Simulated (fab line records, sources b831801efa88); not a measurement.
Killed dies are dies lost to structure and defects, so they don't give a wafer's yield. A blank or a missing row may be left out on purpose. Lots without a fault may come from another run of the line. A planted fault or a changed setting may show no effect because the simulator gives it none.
Problem report in the 8D (eight disciplines) form, filled by code | flow sky130 | the parts of the form that need people (team, actions taken, sign-off) are left out

1. THE PROBLEM
killed_at_M4_up at SKY_PAD_OPEN_PROBE_99 reads a mean of 64.8 on 6 wafers of 2 lots; wafers without a fault read 3.1 with a standard deviation of 2. That is +31 standard deviations from the usual mean.
First seen on wafer L310.3, day 48 19:11, on prober-02. The record holds 18 wafers of 6 lots with a number at this step. Rule for "out", or "out of limits": more than 4 standard deviations from the usual mean. The other wafers with a number count as sound.

2. WHAT IT IS AND WHAT IT IS NOT
question                    | is                                                                                                                         | is not
which readings at this step | killed_at_M4_up, defect_limited_yield, killed_dies, sort_bin_3_pad_short, sort_bin_5_function, sort_n_pass, sort_yield_pct | killed_at_M0_to_M3, killed_at_front_end, killed_short
which lots                  | L310, L314                                                                                                                 | L302, L303, L317, L321
which wafers of those lots  | all that have a number                                                                                                     | -
read on which tools         | prober-02                                                                                                                  | prober-01
when                        | from day 48 19:11                                                                                                          | up to then (6 sound wafers); but 6 sound wafers of L317, L321 came after

3. SUSPECTS, AND WHAT RULES EACH OUT
Counting: a tool at a process step up to the reading stays a suspect if it ran every lot that is out and no sound lot after the first of them.
- pvd_sputter-04 at SKY_VIA4_SPUTTER_17 (material TiN, target thk 20 nm, time 80 s): kept. It ran every lot that is out, first L310 (day 46 03:29), and no sound lot after that; its last sound lot up to then is L302 (day 44 01:32).
- cmp-01 at SKY_VIA4_CMP_21 (polishes, stops on SiO2, t overpolish 25 s, target thk 0 nm): ruled out as a lasting fault. Sound lots L317, L321 ran on it after its first lot that is out, L310 (day 46 04:11).
- pvd_sputter-02 at SKY_METAL5_SPUTTER_02 (material AlCu, target thk 1150 nm, time 61.2 s): ruled out as a lasting fault. Sound lots L321 ran on it after its first lot that is out, L310 (day 46 04:23).
- prober-02 at SKY_PAD_OPEN_PROBE_99: kept. It ran every lot that is out, first L310 (day 48 19:11), and no sound lot after that; its last sound lot up to then is L302 (day 46 21:48). Its own readings are out on those wafers: defect_limited_yield, killed_at_M4_up, killed_dies, sort_bin_3_pad_short, sort_bin_5_function, sort_n_pass, sort_yield_pct.
Left after counting: pvd_sputter-04 at SKY_VIA4_SPUTTER_17, prober-02 at SKY_PAD_OPEN_PROBE_99.

4. THE CAUSE (what the simulator had put in)
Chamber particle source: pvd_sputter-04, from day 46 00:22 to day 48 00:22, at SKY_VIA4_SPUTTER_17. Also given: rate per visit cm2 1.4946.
Counting left 2 suspects, and this tool is among them.

5. THE CHAIN OF EFFECTS, in route order
Each row: a reading whose mean over the struck wafers that have a number lies more than 3 standard deviations from the usual. Only readings for which the record gives a usual standard deviation are gone through. hours: the time from each lot's start at the first step in this table that gives one to its start at this step, as a median over the lots. sigmas: the change in usual standard deviations.
hours | step                  | reading              | usual  | on struck wafers | change | sigmas
0     | SKY_PAD_OPEN_PROBE_99 | defect_limited_yield | 82.6 % | 70.0             | -12.5  | -6.6
0     | SKY_PAD_OPEN_PROBE_99 | killed_at_M4_up      | 3.1    | 64.8             | +61.7  | +31
0     | SKY_PAD_OPEN_PROBE_99 | killed_dies          | 86     | 147              | +61    | +6.5
0     | SKY_PAD_OPEN_PROBE_99 | sort_bin_3_pad_short | 0.9 %  | 4.7              | +3.8   | +8.6
0     | SKY_PAD_OPEN_PROBE_99 | sort_bin_5_function  | 10.2 % | 17.8             | +7.6   | +5.5
0     | SKY_PAD_OPEN_PROBE_99 | sort_n_pass          | 406    | 345              | -61    | -6.5
0     | SKY_PAD_OPEN_PROBE_99 | sort_yield_pct       | 82.6 % | 70.0             | -12.5  | -6.6
The process steps in it:
- SKY_PAD_OPEN_PROBE_99

6. WHAT WOULD HAVE CAUGHT IT SOONER
In this record the first reading out of limits was taken at day 48 19:11, 67 hours after the fault began at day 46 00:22.
Of the tool readings at SKY_VIA4_SPUTTER_17 for which the record gives a usual standard deviation, none was out on any struck wafer, so an alarm limit of 4 standard deviations on them would not have fired.
All the lots that are out (2) had begun SKY_VIA4_SPUTTER_17 on pvd_sputter-04 by day 48 19:11. A hold on the tool at that time would have spared none of them.
